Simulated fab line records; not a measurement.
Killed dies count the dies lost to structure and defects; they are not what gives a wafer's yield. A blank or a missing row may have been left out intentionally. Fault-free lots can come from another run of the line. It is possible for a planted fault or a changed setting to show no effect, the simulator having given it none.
What tool caused it? / flow sky130 / 14 lots, 42 wafers sampled, at 4 steps of a route of 708

== WHAT THE GAUGES SHOWED, per wafer ==
Not one reading of a measure or inspect step in the record can be checked against a usual standard deviation.

== EACH LOT AND THE TOOL THAT RAN IT (in order: tool; ch and the chambers of the sampled wafers; start) ==
lot=L156; SKY_CONTACT_ETCH_17=rie_diel-03 ch 0,1, day 32 07:26; SKY_CONTACT_STRIP_19=plasma_asher-04 ch 0,1, day 32 07:32; SKY_METAL1_SPUTTER_00=pvd_sputter-04, day 32 08:46; SKY_METAL1_EXPOSE_12=krf_scanner-01 ch 0, day 32 21:35
lot=L157; SKY_CONTACT_ETCH_17=rie_diel-04 ch 0,1,2, day 32 21:20; SKY_CONTACT_STRIP_19=plasma_asher-03 ch 0,1, day 32 21:28; SKY_METAL1_SPUTTER_00=pvd_sputter-02, day 32 22:42; SKY_METAL1_EXPOSE_12=krf_scanner-01 ch 0, day 33 12:13
lot=L158; SKY_CONTACT_ETCH_17=rie_diel-04 ch 0,1,3, day 34 06:08; SKY_CONTACT_STRIP_19=plasma_asher-04 ch 0,1, day 34 06:13; SKY_METAL1_SPUTTER_00=pvd_sputter-04, day 34 07:28; SKY_METAL1_EXPOSE_12=krf_scanner-01 ch 0, day 34 21:32
lot=L160; SKY_CONTACT_ETCH_17=rie_diel-01 ch 0,3, day 34 15:59; SKY_CONTACT_STRIP_19=plasma_asher-01 ch 0,1, day 34 16:05; SKY_METAL1_SPUTTER_00=pvd_sputter-02, day 34 17:20; SKY_METAL1_EXPOSE_12=krf_scanner-02 ch 0, day 35 06:53
lot=L162; SKY_CONTACT_ETCH_17=rie_diel-03 ch 0,1,3, day 34 22:30; SKY_CONTACT_STRIP_19=plasma_asher-04 ch 0,1, day 34 22:35; SKY_METAL1_SPUTTER_00=pvd_sputter-01, day 34 23:51; SKY_METAL1_EXPOSE_12=krf_scanner-02 ch 0, day 35 12:52
lot=L164; SKY_CONTACT_ETCH_17=rie_diel-03 ch 0,1,3, day 35 02:59; SKY_CONTACT_STRIP_19=plasma_asher-01 ch 0,1, day 35 03:05; SKY_METAL1_SPUTTER_00=pvd_sputter-01, day 35 04:20; SKY_METAL1_EXPOSE_12=krf_scanner-02 ch 0, day 35 17:17
lot=L165; SKY_CONTACT_ETCH_17=rie_diel-01 ch 2,3, day 35 03:09; SKY_CONTACT_STRIP_19=plasma_asher-03 ch 0,1, day 35 03:17; SKY_METAL1_SPUTTER_00=pvd_sputter-04, day 35 04:38; SKY_METAL1_EXPOSE_12=krf_scanner-01, day 35 18:20
lot=L167; SKY_CONTACT_ETCH_17=rie_diel-03 ch 0,1, day 36 05:35; SKY_CONTACT_STRIP_19=plasma_asher-04 ch 1, day 36 05:40; SKY_METAL1_SPUTTER_00=pvd_sputter-04, day 36 06:58; SKY_METAL1_EXPOSE_12=krf_scanner-02, day 36 19:57
lot=L170; SKY_CONTACT_ETCH_17=rie_diel-01 ch 1,2,3, day 37 05:08; SKY_CONTACT_STRIP_19=plasma_asher-01 ch 0,1, day 37 05:14; SKY_METAL1_SPUTTER_00=pvd_sputter-04, day 37 06:28; SKY_METAL1_EXPOSE_12=krf_scanner-02 ch 0, day 37 19:44
lot=L168; SKY_CONTACT_ETCH_17=rie_diel-01 ch 0,1,3, day 37 08:08; SKY_CONTACT_STRIP_19=plasma_asher-03 ch 1, day 37 08:14; SKY_METAL1_SPUTTER_00=pvd_sputter-01, day 37 09:28; SKY_METAL1_EXPOSE_12=krf_scanner-02 ch 0, day 37 21:49
lot=L174; SKY_CONTACT_ETCH_17=rie_diel-01 ch 0,3, day 38 04:26; SKY_CONTACT_STRIP_19=plasma_asher-01 ch 0,1, day 38 04:31; SKY_METAL1_SPUTTER_00=pvd_sputter-02, day 38 06:17; SKY_METAL1_EXPOSE_12=krf_scanner-02 ch 0, day 38 19:05
lot=L176; SKY_CONTACT_ETCH_17=rie_diel-03 ch 2,3, day 38 13:29; SKY_CONTACT_STRIP_19=plasma_asher-04 ch 1, day 38 13:34; SKY_METAL1_SPUTTER_00=pvd_sputter-02, day 38 14:58; SKY_METAL1_EXPOSE_12=krf_scanner-02 ch 0, day 39 03:45
lot=L175; SKY_CONTACT_ETCH_17=rie_diel-03 ch 0,2, day 38 18:29; SKY_CONTACT_STRIP_19=plasma_asher-01 ch 0,1, day 38 18:37; SKY_METAL1_SPUTTER_00=pvd_sputter-04, day 38 19:49; SKY_METAL1_EXPOSE_12=krf_scanner-01 ch 0, day 39 08:55
lot=L177; SKY_CONTACT_ETCH_17=rie_diel-03 ch 0,2, day 38 22:08; SKY_CONTACT_STRIP_19=plasma_asher-01 ch 0, day 38 22:13; SKY_METAL1_SPUTTER_00=pvd_sputter-02, day 38 23:28; SKY_METAL1_EXPOSE_12=krf_scanner-02 ch 0, day 39 12:35
- SKY_CONTACT_ETCH_17: etches SiO2 in C4F8/O2/Ar, stops on Si3N4, target depth 340 nm.
- SKY_CONTACT_STRIP_19: strips in O2/N2.
- SKY_METAL1_SPUTTER_00: material Ti, target thk 15 nm, time 10 s.
- SKY_METAL1_EXPOSE_12: exposes mask MM1, target cd 140 nm.

== WHAT THE TOOLS THEMSELVES READ (means of the sampled wafers that have a number; where no wafer has one, the mark that the record gives instead) ==
SKY_CONTACT_ETCH_17.
lot=L156; tool=rie_diel-03; oes_product_au (a.u.)=0.890
lot=L157; tool=rie_diel-04; oes_product_au (a.u.)=0.892
lot=L158; tool=rie_diel-04; oes_product_au (a.u.)=0.894
lot=L160; tool=rie_diel-01; oes_product_au (a.u.)=0.893
lot=L162; tool=rie_diel-03; oes_product_au (a.u.)=0.887
lot=L164; tool=rie_diel-03; oes_product_au (a.u.)=0.889
lot=L165; tool=rie_diel-01; oes_product_au (a.u.)=0.890
lot=L167; tool=rie_diel-03; oes_product_au (a.u.)=0.893
lot=L170; tool=rie_diel-01; oes_product_au (a.u.)=0.891
lot=L168; tool=rie_diel-01; oes_product_au (a.u.)=0.892
lot=L174; tool=rie_diel-01; oes_product_au (a.u.)=0.893
lot=L176; tool=rie_diel-03; oes_product_au (a.u.)=0.894
lot=L175; tool=rie_diel-03; oes_product_au (a.u.)=0.887
lot=L177; tool=rie_diel-03; oes_product_au (a.u.)=0.893

SKY_CONTACT_STRIP_19.
lot=L156; tool=plasma_asher-04; drypump_motor_current_A (A)=5.83; oes_product_au (a.u.)=0.375; strip_time_to_endpoint_s (s)=3.57
lot=L157; tool=plasma_asher-03; drypump_motor_current_A (A)=6.05; oes_product_au (a.u.)=0.377; strip_time_to_endpoint_s (s)=3.60
lot=L158; tool=plasma_asher-04; drypump_motor_current_A (A)=5.77; oes_product_au (a.u.)=0.383; strip_time_to_endpoint_s (s)=3.62
lot=L160; tool=plasma_asher-01; drypump_motor_current_A (A)=5.35; oes_product_au (a.u.)=0.383; strip_time_to_endpoint_s (s)=3.63
lot=L162; tool=plasma_asher-04; drypump_motor_current_A (A)=5.77; oes_product_au (a.u.)=0.383; strip_time_to_endpoint_s (s)=3.61
lot=L164; tool=plasma_asher-01; drypump_motor_current_A (A)=5.34; oes_product_au (a.u.)=0.381; strip_time_to_endpoint_s (s)=3.60
lot=L165; tool=plasma_asher-03; drypump_motor_current_A (A)=5.94; oes_product_au (a.u.)=0.384; strip_time_to_endpoint_s (s)=3.67
lot=L167; tool=plasma_asher-04; drypump_motor_current_A (A)=5.71; oes_product_au (a.u.)=0.379; strip_time_to_endpoint_s (s)=3.56
lot=L170; tool=plasma_asher-01; drypump_motor_current_A (A)=5.41; oes_product_au (a.u.)=0.380; strip_time_to_endpoint_s (s)=3.61
lot=L168; tool=plasma_asher-03; drypump_motor_current_A (A)=6.18; oes_product_au (a.u.)=0.375; strip_time_to_endpoint_s (s)=3.61
lot=L174; tool=plasma_asher-01; drypump_motor_current_A (A)=5.32; oes_product_au (a.u.)=0.385; strip_time_to_endpoint_s (s)=3.67
lot=L176; tool=plasma_asher-04; drypump_motor_current_A (A)=5.72; oes_product_au (a.u.)=0.379; strip_time_to_endpoint_s (s)=3.60
lot=L175; tool=plasma_asher-01; drypump_motor_current_A (A)=5.30; oes_product_au (a.u.)=0.379; strip_time_to_endpoint_s (s)=3.57
lot=L177; tool=plasma_asher-01; drypump_motor_current_A (A)=5.26; oes_product_au (a.u.)=0.379; strip_time_to_endpoint_s (s)=3.60

SKY_METAL1_SPUTTER_00.
lot=L156; tool=pvd_sputter-04; throttle_valve_pct (%)=30.4
lot=L157; tool=pvd_sputter-02; throttle_valve_pct (%)=30.7
lot=L158; tool=pvd_sputter-04; throttle_valve_pct (%)=30.2
lot=L160; tool=pvd_sputter-02; throttle_valve_pct (%)=30.3
lot=L162; tool=pvd_sputter-01; throttle_valve_pct (%)=28.8
lot=L164; tool=pvd_sputter-01; throttle_valve_pct (%)=30.1
lot=L165; tool=pvd_sputter-04; throttle_valve_pct (%)=29.8
lot=L167; tool=pvd_sputter-04; throttle_valve_pct (%)=30.1
lot=L170; tool=pvd_sputter-04; throttle_valve_pct (%)=30.6
lot=L168; tool=pvd_sputter-01; throttle_valve_pct (%)=29.2
lot=L174; tool=pvd_sputter-02; throttle_valve_pct (%)=30.1
lot=L176; tool=pvd_sputter-02; throttle_valve_pct (%)=29.0
lot=L175; tool=pvd_sputter-04; throttle_valve_pct (%)=30.6
lot=L177; tool=pvd_sputter-02; throttle_valve_pct (%)=30.4

SKY_METAL1_EXPOSE_12.
lot=L156; tool=krf_scanner-01; exposure_dose_mJ_cm2=27.91; focus_offset_nm (nm)=-0.0
lot=L157; tool=krf_scanner-01; exposure_dose_mJ_cm2=27.93; focus_offset_nm (nm)=-0.1
lot=L158; tool=krf_scanner-01; exposure_dose_mJ_cm2=27.91; focus_offset_nm (nm)=0.7
lot=L160; tool=krf_scanner-02; exposure_dose_mJ_cm2=27.95; focus_offset_nm (nm)=0.2
lot=L162; tool=krf_scanner-02; exposure_dose_mJ_cm2=27.98; focus_offset_nm (nm)=0.0
lot=L164; tool=krf_scanner-02; exposure_dose_mJ_cm2=27.91; focus_offset_nm (nm)=-0.4
lot=L165; tool=krf_scanner-01; exposure_dose_mJ_cm2=-; focus_offset_nm (nm)=-
lot=L167; tool=krf_scanner-02; exposure_dose_mJ_cm2=-; focus_offset_nm (nm)=-
lot=L170; tool=krf_scanner-02; exposure_dose_mJ_cm2=27.94; focus_offset_nm (nm)=0.1
lot=L168; tool=krf_scanner-02; exposure_dose_mJ_cm2=27.94; focus_offset_nm (nm)=1.3
lot=L174; tool=krf_scanner-02; exposure_dose_mJ_cm2=27.89; focus_offset_nm (nm)=0.1
lot=L176; tool=krf_scanner-02; exposure_dose_mJ_cm2=27.96; focus_offset_nm (nm)=-0.3
lot=L175; tool=krf_scanner-01; exposure_dose_mJ_cm2=27.93; focus_offset_nm (nm)=-0.2
lot=L177; tool=krf_scanner-02; exposure_dose_mJ_cm2=27.92; focus_offset_nm (nm)=0.0

== THE ANSWER, worked out from the rows above alone ==
Rule: what is usual is taken from the lots themselves. Put in order of their means at a reading, lots are off if they are a third of the lots or fewer, leave a main group of 4 or more, and stand apart from it by a gap of 3 or more times the standard deviation of the main group's means; of several such gaps the widest counts. Not used: any main group whose means are identical at the precision the tables above print for the reading. A lot without any number at a reading at which 4 lots or more have one is off too. All remaining lots with rows at the step are treated as sound. After the gauges, taken in route order, come the tools' own readings; for these a lot's mean is taken, as printed above. At the first step where some lot is off, the reading lying furthest off is the one used; lots without a number count as furthest.
Off at SKY_METAL1_EXPOSE_12 (exposure_dose_mJ_cm2): L165, L167. Without a number there: L165, L167. Main group: mean 27.93, sd 0.024.
If a tool, at that step or one of the process steps before it, ran each lot that is off and ran no sound lot following the first of them, it fits. No candidate that was tried fits.

== WHAT HAD BEEN PUT IN BY THE SIMULATOR ==
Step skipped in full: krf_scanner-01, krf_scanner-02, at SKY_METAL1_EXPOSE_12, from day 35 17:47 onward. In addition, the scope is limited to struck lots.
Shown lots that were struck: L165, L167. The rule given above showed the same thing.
